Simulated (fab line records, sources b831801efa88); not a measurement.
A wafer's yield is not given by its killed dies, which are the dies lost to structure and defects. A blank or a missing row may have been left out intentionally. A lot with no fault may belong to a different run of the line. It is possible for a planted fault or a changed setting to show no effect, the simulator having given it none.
A lot that was struck, set against a sound lot :: flow sky130 :: 30 out of 708 route steps
Sound: these wafers, L195.1, L195.2, L195.6. Struck: wafers L187.2, L187.4, L187.6. At the end, the cause is stated.
Order at every step that has rows: each side's tool, ch and its chambers, its first start. Under that, the readings that differ: sound wafers :: struck wafers :: difference of the means :: sigmas: that difference in standard deviations of wafers without a fault.
alike: words and numbers the same on both sides, and readings whose means are apart by under 2 such deviations; not compared: readings that were withheld, readings missing a value for some wafer, numbers with overlapping values and no deviation given by the record, and bounds like >300 which may hide the same value.
A row with sigmas, a row that says differs or no value, or rows on one side alone: a step with any of these is where the two part. When numbers do not overlap yet have no deviation, they are printed without sigmas and do not part them. A reading missing from all wafers of one side parts the sides only when that side holds two or more wafers.

SKY_PWDE_STRIP_09: strips in O2/N2.
  sound on plasmaAsher-01 ch 0,1, day 7 14:41; struck on plasmaAsher-02 ch 1, day 5 12:40
  alike: drypumpMotorCurrentA, oesProductAu, stripTimeToEndpointS
  not compared: rfHoursCounterH
SKY_PWDE_TW_MEAS_10:
  sound: filmMetro-01 at day 7 14:47; struck: filmMetro-03 at day 5 12:47
  alike: PWDE_TW
then, 7 steps without rows for these wafers: SKY_NWELL_DEHYDRATE_03 (time 60 s); SKY_NWELL_HMDS_04 (prime time 60 s); SKY_NWELL_COAT_05 (resist thk 3000 nm); SKY_NWELL_SOFTBAKE_06; SKY_NWELL_EXPOSE_07 (exposes mask NWM, target cd 840 nm); SKY_NWELL_PEB_08; SKY_NWELL_DEVELOP_09 (develop time 60 s).
SKY_NWELL_OVL_MEAS_10:
  sound: overlay-02 at day 8 10:32; struck: overlay-01 at day 6 06:55
reading: NWELL_00_OVL (nm)
sound: -5.1 -3.1 -3.6
struck: 0.1 -1.1 -0.2
difference: +3.5
sigmas: +2
then, 2 steps without rows for these wafers: SKY_NWELL_IMPLANT_11; SKY_NWELL_IMPLANT_12.
SKY_NWELL_IMPLANT_13:
  sound on implanter-04 ch 0, day 8 10:52; struck on implanter-01 ch 0, day 6 07:16
reading: doseIonsCm2
sound: 7.001e+11 6.991e+11 6.997e+11
struck: 3.56e+11 3.557e+11 3.552e+11
difference: -3.44e+11
sigmas: -99 or more

reading: faradayCurrentUA
sound: 3.98 4.09 3.85
struck: 2.00 1.97 2.02
difference: -1.98
sigmas: -24
SKY_NWELL_STRIP_14: strips in O2/N2.
  sound on plasmaAsher-04 ch 0,1, day 8 11:01; struck on plasmaAsher-04 ch 0,1, day 6 07:23
reading: stripTimeToEndpointS (s)
sound: 37.37 37.32 37.28
struck: 37.01 37.09 37.12
difference: -0.25
sigmas: -2
  alike: drypumpMotorCurrentA, oesProductAu
  not compared: rfHoursCounterH
SKY_NWELL_TW_MEAS_15:
  sound: filmMetro-04 at day 8 11:07; struck: filmMetro-03 at day 6 07:30
  alike: NWELL_TW
then, 7 steps without rows for these wafers: SKY_NWELL_DEHYDRATE_16 (time 60 s); SKY_NWELL_HMDS_17 (prime time 60 s); SKY_NWELL_COAT_18 (resist thk 3000 nm); SKY_NWELL_SOFTBAKE_19; SKY_NWELL_EXPOSE_20 (exposes mask NWM COMPLEMENT, target cd 840 nm); SKY_NWELL_PEB_21; SKY_NWELL_DEVELOP_22 (develop time 60 s).
SKY_NWELL_OVL_MEAS_23:
  sound: overlay-01 at day 9 09:06; struck: overlay-01 at day 7 02:27
  alike: NWELL_01_OVL
following that, these wafers have no rows for 1 step: SKY_NWELL_IMPLANT_24.
SKY_NWELL_STRIP_25: strips in O2/N2.
  sound on plasmaAsher-01 ch 0,1, day 9 09:17; struck on plasmaAsher-03 ch 0, day 7 02:38
  alike: drypumpMotorCurrentA, oesProductAu, stripTimeToEndpointS
  not compared: rfHoursCounterH
SKY_NWELL_TW_MEAS_26:
  sound: filmMetro-04 at day 9 09:23; struck: filmMetro-03 at day 7 02:44
  alike: NWELL_2_TW
then, 1 step without rows for these wafers: SKY_NWELL_CLEAN_27 (cleans in SC1/SC2, time 150 s).
SKY_NWELL_RTA_28: time 30 s.
  sound on rtpAnneal-01 ch 0, day 9 09:30; struck on rtpAnneal-02 ch 0, day 7 02:51
  alike: lampPowerPct, wafer_temp_C_max
SKY_NWELL_RS_MEAS_29: the measuring method here is four-point-probe.
  sound: filmMetro-04 at day 9 09:36; struck: filmMetro-03 at day 7 02:58
reading: NWELL_RS (ohm/sq)
sound: 623.3 626.0 624.8
struck: 635.9 633.9 634.0
difference: +9.9
sigmas: +7
-- the record jumps here: 41 days lie between the struck wafers' starts before and after (it left off in module NWELL and takes up again in module PAD_OPEN, whose first step shown is number 708 of the route) --
SKY_PAD_OPEN_PROBE_99:
  sound: prober-01 at day 49 17:11; struck: prober-01 at day 48 00:49
reading: model.etest.nfet_16v.rOnOhmUm
sound: 1.389e+04 1.405e+04 1.408e+04
struck: 1.469e+04 1.454e+04 1.464e+04
difference: +6.167e+02
sigmas: 

reading: model.etest.pfetG5v0d10v5.rOnOhmUm
sound: 4856 4823 4913
struck: 4493 4526 4456
difference: -372
sigmas: 

reading: model.etest.tipP.rsOhmSq
sound: 6795 6900 6872
struck: 6702 6676 6663
difference: -175
sigmas: 

reading: model.etest.tip_p_5v.rsOhmSq
sound: 2862 2865 2838
struck: 2770 2777 2747
difference: -90
sigmas: 

reading: model.etest.pfetG5v0d10v5.driveUaUm
sound: 334.5 334.2 326.6
struck: 365.6 366.4 371.3
difference: +36.0
sigmas: 

reading: model.etest.pfet_01v8_lvt.driveUaUm
sound: 172.7 172.1 168.3
struck: 187.6 187.5 188.2
difference: +16.7
sigmas: 

reading: model.etest.pfet_16v.driveUaUm
sound: 236.6 236.8 233.6
struck: 261.9 264.8 262.1
difference: +27.3
sigmas: 

reading: model.etest.pfetG5v0d10v5.offLog10AUm
sound: -12.88 -12.69 -12.96
struck: -10.26 -9.98 -10.27
difference: +2.67
sigmas: 
  alike: killed_at_M0_to_M3, killed_at_M4_up, killedAtContacts, killedAtFrontEnd, killedAtOther, killedDies, killedOpen, killedShort

WHERE THEY PART
First at SKY_NWELL_OVL_MEAS_10; last, within this record, at SKY_NWELL_RS_MEAS_29. Later steps at which nothing parts them and some readings are alike: SKY_PAD_OPEN_PROBE_99.

WHY: what the simulator had put in
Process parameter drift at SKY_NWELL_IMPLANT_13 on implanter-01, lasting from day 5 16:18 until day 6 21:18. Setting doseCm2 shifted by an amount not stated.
